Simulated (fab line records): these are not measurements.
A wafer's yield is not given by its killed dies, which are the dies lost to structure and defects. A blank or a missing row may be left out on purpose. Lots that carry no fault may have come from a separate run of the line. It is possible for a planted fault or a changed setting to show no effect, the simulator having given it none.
The tool behind it: which one?	flow gf180mcu	Sampling: 6 lots, 17 wafers, 5 of 602 route steps

== WHAT THE GAUGES SHOWED, per wafer ==
GF_POLY_GATE_THK_MEAS_17.
lot	measured	on	POLY_GATE_OXIDATION_THK (nm)
L647	day 9 22:35	film_metro-02	4.05 4.13 4.10
L650	day 10 16:47	film_metro-03	3.97 4.00 3.96
L652	day 11 11:03	film_metro-03	3.98 4.00 3.93
L657	day 12 18:07	film_metro-01	3.83 3.89
L667	day 15 22:05	film_metro-03	4.03 4.10 4.07
L669	day 16 12:49	film_metro-02	4.12 4.09 4.02

== EACH LOT AND THE TOOL THAT RAN IT (in order: tool; ch and the chambers of the sampled wafers; start) ==
lot	GF_VT_IMPLANT_STRIP_09	GF_VT_IMPLANT_STRIP_31	GF_POLY_GATE_ETCH_13	GF_POLY_GATE_STRIP_14
L647	plasma_asher-04 ch 0,1, day 6 01:55	plasma_asher-04 ch 0,1, day 7 09:49	rie_si-01 ch 0,1, day 9 21:08	plasma_asher-02 ch 0,1, day 9 21:11
L650	plasma_asher-03 ch 0,1, day 6 19:15	plasma_asher-03 ch 0,1, day 8 03:44	rie_si-01 ch 1,2,3, day 10 14:05	plasma_asher-02 ch 0,1, day 10 14:11
L652	plasma_asher-03 ch 0,1, day 7 09:01	plasma_asher-01 ch 0,1, day 8 19:25	rie_si-01 ch 1,2,3, day 11 09:35	plasma_asher-03 ch 0,1, day 11 09:38
L657	plasma_asher-03 ch 1, day 8 14:10	plasma_asher-04 ch 0,1, day 10 00:46	rie_si-02 ch 0,3, day 12 15:42	plasma_asher-01 ch 0,1, day 12 15:45
L667	plasma_asher-04 ch 0,1, day 11 06:04	plasma_asher-03 ch 0,1, day 12 21:16	rie_si-02 ch 0,2,3, day 15 20:38	plasma_asher-01 ch 1, day 15 20:41
L669	plasma_asher-03 ch 0,1, day 11 17:58	plasma_asher-03 ch 0,1, day 13 10:34	rie_si-02 ch 0,1,3, day 16 10:41	plasma_asher-01 ch 0,1, day 16 10:44
- GF_VT_IMPLANT_STRIP_09: strips in O2/N2.
- GF_VT_IMPLANT_STRIP_31: strips in O2/N2.
- GF_POLY_GATE_ETCH_13: etches poly-Si in HBr/Cl2, stops on SiO2, target depth 198.5 nm, time 69.6 s.
- GF_POLY_GATE_STRIP_14: strips in O2/N2.

== THE ANSWER, worked out from the rows above alone ==
Rule: the usual values come from the lots themselves. Put in order of their means at a reading, lots are off if they are a third of the lots or fewer, leave a main group of 4 or more, and stand apart from it by a gap of 3 or more times the standard deviation of the main group's means; of several such gaps the widest counts. A main group whose means are all the same, to the digits that the tables above print for the reading, isn't used. Also off: a lot with no number at a reading for which 4 or more lots have one. The other lots that the step has rows for count as sound.
Nothing can be told from this: no lot is off at any reading shown.

== WHAT THE SIMULATOR HAD PUT IN ==
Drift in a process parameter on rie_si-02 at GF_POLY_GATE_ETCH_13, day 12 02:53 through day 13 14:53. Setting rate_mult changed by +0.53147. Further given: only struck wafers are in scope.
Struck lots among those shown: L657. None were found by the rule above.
